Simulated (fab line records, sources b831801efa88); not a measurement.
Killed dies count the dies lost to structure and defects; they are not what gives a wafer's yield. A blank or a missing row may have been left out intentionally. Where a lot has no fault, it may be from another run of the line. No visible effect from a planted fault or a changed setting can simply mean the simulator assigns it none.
Tool commonality check	flow sky130	11 lots and 39 wafers in the sample

== THE REASON FOR OPENING IT ==
Of 11 lots, 2 have the reading VT_ADJUST_HVTR_TW flagged at SKY_VT_ADJUST_HVTR_TW_MEAS_11. No-fault wafers: 209.9, standard deviation 1.1.
Rule: a lot is flagged in two cases, either no wafer of it has a number, or all its wafers with numbers fall more than 4 standard deviations from that mean. All remaining lots are regarded as sound.

lot	measured	on	VT_ADJUST_HVTR_TW, wafer by wafer	flag
L521	day 9 17:45	film metro-03	211.1 212.2 211.5	
L523	day 10 05:12	film metro-02	209.0 208.7 208.8	
L525	day 10 19:58	film metro-01	210.1 210.1 210.6	
L528	day 11 21:13	film metro-01	209.8 209.6 209.4	
L533	day 13 12:30	film metro-01	182.2 183.7 183.0 182.8 183.2 182.9	FLAGGED
L534	day 13 14:46	film metro-02	183.5 183.2 183.0 184.5 182.7 183.2	FLAGGED
L537	day 14 22:46	film metro-03	209.7 210.0 211.0	
L539	day 15 05:21	film metro-01	208.6 208.3 210.0	
L540	day 15 13:05	film metro-03	210.8 210.4 211.1	
L541	day 15 23:25	film metro-01	209.5 211.5 209.1	
L543	day 16 15:30	film metro-03	211.0 211.7 211.7	
The numbers of the flagged lots are 183.2 on average: -26.7 against the usual, or -24 standard deviations.

== WHICH TOOL EACH LOT WENT THROUGH ==
The record holds 1 process step before the reading, out of a route of 708 steps. Cell contents, in order: the tool; ch with the chambers the sampled wafers went through; the start.
lot	flag	SKY_VT_ADJUST_HVTR_IMPLANT_09
L521		implanter-01 ch 0, day 9 17:30
L523		implanter-02 ch 0, day 10 04:57
L525		implanter-04 ch 0, day 10 19:45
L528		implanter-04 ch 0, day 11 20:59
L533	FLAGGED	implanter-02 ch 0, day 13 12:15
L534	FLAGGED	implanter-02 ch 0, day 13 14:33
L537		implanter-04 ch 0, day 14 22:33
L539		implanter-01 ch 0, day 15 05:07
L540		implanter-04 ch 0, day 15 12:50
L541		implanter-01 ch 0, day 15 23:10
L543		implanter-02 ch 0, day 16 15:15
These steps, and what they do:
- SKY_VT_ADJUST_HVTR_IMPLANT_09
- SKY_VT_ADJUST_HVTR_TW_MEAS_11

== FLAGGED AGAINST TOTAL, ONE TOOL AT A TIME (gauges that did the reading follow at the end) ==
step	tool	lots run	flagged	share of the flagged lots	sound lots run after its first flagged lot
SKY_VT_ADJUST_HVTR_IMPLANT_09	implanter-01	3	0	none	-
SKY_VT_ADJUST_HVTR_IMPLANT_09	implanter-02	4	2	all	1 (L543)
SKY_VT_ADJUST_HVTR_IMPLANT_09	implanter-04	4	0	none	-
SKY_VT_ADJUST_HVTR_TW_MEAS_11	film metro-01	5	1	some	2 (L539,L541)
SKY_VT_ADJUST_HVTR_TW_MEAS_11	film metro-02	2	1	some	0
SKY_VT_ADJUST_HVTR_TW_MEAS_11	film metro-03	4	0	none	-

== THE TABLE: WHAT IT ALLOWS ==
All flagged lots share 1 row of the table, namely implanter-02 at SKY_VT_ADJUST_HVTR_IMPLANT_09.
- implanter-02 at SKY_VT_ADJUST_HVTR_IMPLANT_09 ran 4 lots, 2 of them flagged. Sound lots ran on it after the first flagged one (L543), which a lasting fault on the whole tool wouldn't allow. Its own readings lie more than 4 standard deviations out on every wafer of the flagged lots: dose ions cm2, faraday current uA.
None of the table's rows ran every flagged lot and, after the first, no sound lot.

== WHAT WAS PUT IN BY THE SIMULATOR ==
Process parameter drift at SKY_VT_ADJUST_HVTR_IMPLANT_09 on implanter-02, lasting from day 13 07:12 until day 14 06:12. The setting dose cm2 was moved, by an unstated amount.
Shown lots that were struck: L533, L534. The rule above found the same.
